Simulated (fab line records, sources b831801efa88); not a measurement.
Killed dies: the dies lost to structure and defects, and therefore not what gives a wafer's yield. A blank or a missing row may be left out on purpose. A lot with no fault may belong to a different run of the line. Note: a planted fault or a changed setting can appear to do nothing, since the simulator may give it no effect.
Comparing a struck lot with a sound one + flow sky130 + 15 steps out of a route of 708
Sound: wafers L983.2, L983.5, L983.6. Struck: wafer L974.5; the same lot's L974.4 was not struck, so it is left out; see the end for the cause.
Order at every step that has rows: each side's tool, ch and its chambers, its first start. Under that, the readings that differ: sound wafers + struck wafers + difference of the means + sigmas: that difference in standard deviations of wafers without a fault.
alike: same words and numbers on both sides, and readings whose means sit less than 2 such deviations apart. not compared: any withheld reading, any reading some wafer has no value for, any bound like >300 that may hide the same value, and any number with overlapping values for which the record gives no deviation.
The two part at a step that has a row with sigmas, a row that says differs or no value, or rows on one side only. Non-overlapping numbers with no deviation appear without sigmas and do not part them. Lack of a reading on every wafer of one side parts them only where that side has two or more wafers.

first, 8 steps without rows for these wafers: SKY_METAL3_DEHYDRATE_05 (time 60 s); SKY_METAL3_HMDS_06 (prime time 60 s); SKY_METAL3_COAT_07 (resist thk 60 nm); SKY_METAL3_COAT_08 (resist thk 1140 nm); SKY_METAL3_SOFTBAKE_09 (time 90 s); SKY_METAL3_EXPOSE_10 (exposes mask MM3, target cd 300 nm); SKY_METAL3_PEB_11; SKY_METAL3_DEVELOP_12 (develop time 60 s).
SKY_METAL3_CD_MEAS_13: the cd target is 300 nm.
  sound on cd_sem-01, day 43 05:03; struck on cd_sem-02, day 40 19:48
  alike: cd_nm
SKY_METAL3_OVL_MEAS_14:
  sound on overlay-02, day 43 05:10; struck on overlay-02, day 40 19:53
  alike: METAL3_OVL
SKY_METAL3_DESCUM_15: chemistry O2, time 8 s.
  sound on rie_metal-03 ch 0,1, day 43 05:11; struck on rie_metal-04 ch 1, day 40 19:55
| reading                     | sound          | struck | difference | sigmas |
|-----------------------------|----------------|--------|------------|--------|
| drypump_motor_current_A (A) | 5.86 5.79 5.85 | 5.16   | -0.67      | -3     |
  alike: oes_product_au
  not compared: rf_hours_counter_h
SKY_METAL3_ETCH_16: etches BARC in N2/H2, stops on SiO2, time 88.2 s, target depth 60 nm.
  sound on rie_metal-03 ch 0,1, day 43 05:13; struck on rie_metal-04 ch 1, day 40 19:58
| reading                     | sound          | struck | difference | sigmas |
|-----------------------------|----------------|--------|------------|--------|
| drypump_motor_current_A (A) | 5.90 5.81 5.86 | 5.15   | -0.71      | -3     |
  alike: oes_product_au, throttle_valve_pct
  not compared: rf_hours_counter_h
SKY_METAL3_ETCH_17: etches SiO2 in C4F8/O2/Ar, stops on TiN, time 3.9 s, target depth 15 nm.
  sound on rie_diel-02 ch 0,1,3, day 43 05:19; struck on rie_diel-01 ch 0, day 40 20:02
| reading                                    | sound             | struck | difference | sigmas |
|--------------------------------------------|-------------------|--------|------------|--------|
| model.TiN_of_METAL3_SPUTTER_04.thk_nm (nm) | 70.13 70.64 69.94 | 68.65  | -1.59      |        |
  alike: oes_product_au
SKY_METAL3_METAL_ETCH_18: etches the open film in Cl2/BCl3, stops on SiO2, target depth 845 nm, time 183.1 s.
  sound on rie_metal-04 ch 0, day 43 05:24; struck on rie_metal-01 ch 1, day 40 20:06
  alike: drypump_motor_current_A, mfc_cl2_sccm, oes_product_au, throttle_valve_pct
  not compared: rf_hours_counter_h
following that, these wafers have no rows for 1 step: SKY_PAD_OPEN_PROBE_99.

== WHERE THEY PART ==
Earliest at SKY_METAL3_DESCUM_15; latest, in this record, at SKY_METAL3_ETCH_16. Later steps at which nothing parts them and some readings are alike: SKY_METAL3_ETCH_17, SKY_METAL3_METAL_ETCH_18.

WHY: what the simulator had put in
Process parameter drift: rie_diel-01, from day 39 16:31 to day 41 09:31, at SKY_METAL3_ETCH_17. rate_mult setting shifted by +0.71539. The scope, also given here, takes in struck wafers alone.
